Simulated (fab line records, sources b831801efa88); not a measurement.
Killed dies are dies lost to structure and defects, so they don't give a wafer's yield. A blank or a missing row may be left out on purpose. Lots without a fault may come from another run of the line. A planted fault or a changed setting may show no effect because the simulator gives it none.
Chamber matching | flow sky130 | SKY_CONTACT_ETCH_16 on rie_diel-02: 4 sister chambers
The step etches BARC in N2/H2, stops on SiO2, time 45.9 s, target depth 60 nm. 18 wafers are shown with their chamber, then 9 later ones without.

WAFERS WITH THEIR CHAMBER
wafer  | chamber | n2_flow_sccm (sccm) | throttle_valve_pct (%) | oes_product_au (a.u.)
L075.1 | 2       | 100.6               | 13.215                 | 0.856
L075.2 | 1       | 100.2               | 13.214                 | 0.856
L075.4 | 0       | 100.0               | 13.236                 | 0.859
L074.1 | 0       | 100.1               | 13.222                 | 0.854
L074.3 | 2       | 100.3               | 13.224                 | 0.860
L074.5 | 0       | 100.1               | 13.229                 | 0.852
L080.1 | 1       | 99.2                | 13.244                 | 0.846
L080.4 | 1       | 99.7                | 13.238                 | 0.854
L080.6 | 0       | 100.6               | 13.231                 | 0.852
L081.1 | 2       | 100.3               | 13.220                 | 0.853
L081.3 | 1       | 100.2               | 13.234                 | 0.858
L081.6 | 1       | 99.8                | 13.229                 | 0.854
L082.2 | 2       | 100.0               | 13.239                 | 0.852
L082.3 | 3       | 100.6               | 13.216                 | 0.853
L082.4 | 1       | 99.7                | 13.228                 | 0.863
L083.1 | 0       | 100.3               | 13.229                 | 0.854
L083.4 | 1       | 99.8                | 13.218                 | 0.850
L083.6 | 2       | 99.5                | 13.252                 | 0.855

SIGNATURES (means of the wafers above)
reading            | chamber 0 | chamber 1 | chamber 2 | chamber 3 | scatter within a chamber
n2_flow_sccm       | 100.220   | 99.800    | 100.140   | 100.600   | 0.34
throttle_valve_pct | 13.22940  | 13.22929  | 13.23000  | 13.21600  | 0.011
oes_product_au     | 0.85420   | 0.85443   | 0.85520   | 0.85300   | 0.00424
Rule: a wafer's distance from a chamber is the root of the sum, over the readings, of the square of ((its reading less the chamber's mean) divided by the reading's scatter). The wafer belongs to the nearest chamber; if the next one is less than 2 further off, it can't be placed. The scatter: the root of (the sum of the squares of (reading less its chamber's mean) over the shown wafers, divided by (wafers less chambers)).

WAFERS WITHOUT THEIR CHAMBER
wafer  | n2_flow_sccm (sccm) | throttle_valve_pct (%) | oes_product_au (a.u.)
L085.2 | 100.4               | 13.217                 | 0.843
L085.4 | 99.6                | 13.223                 | 0.852
L085.6 | 99.9                | 13.239                 | 0.851
L091.4 | 99.7                | 13.218                 | 0.860
L091.5 | 99.8                | 13.226                 | 0.854
L091.6 | 100.4               | 13.208                 | 0.849
L097.1 | 100.0               | 13.213                 | 0.854
L097.2 | 99.2                | 13.226                 | 0.859
L097.6 | 100.0               | 13.226                 | 0.856

WHICH CHAMBER EACH WENT THROUGH
wafer  | from the rows above               | in truth
L085.2 | can't be placed: 3 or 0 or 2 or 1 | 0
L085.4 | can't be placed: 1 or 2 or 0      | 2
L085.6 | can't be placed: 1 or 2 or 0 or 3 | 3
L091.4 | can't be placed: 1 or 2 or 0 or 3 | 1
L091.5 | can't be placed: 1 or 2 or 0      | 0
L091.6 | can't be placed: 3 or 0 or 2 or 1 | 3
L097.1 | can't be placed: 1 or 2 or 0 or 3 | 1
L097.2 | can't be placed: 1 or 2 or 0      | 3
L097.6 | can't be placed: 2 or 1 or 0 or 3 | 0
Placed correctly: 0 of 9. Can't be placed from these rows: 9 (the true chamber is among the candidates in 8). Placed wrongly: 0.
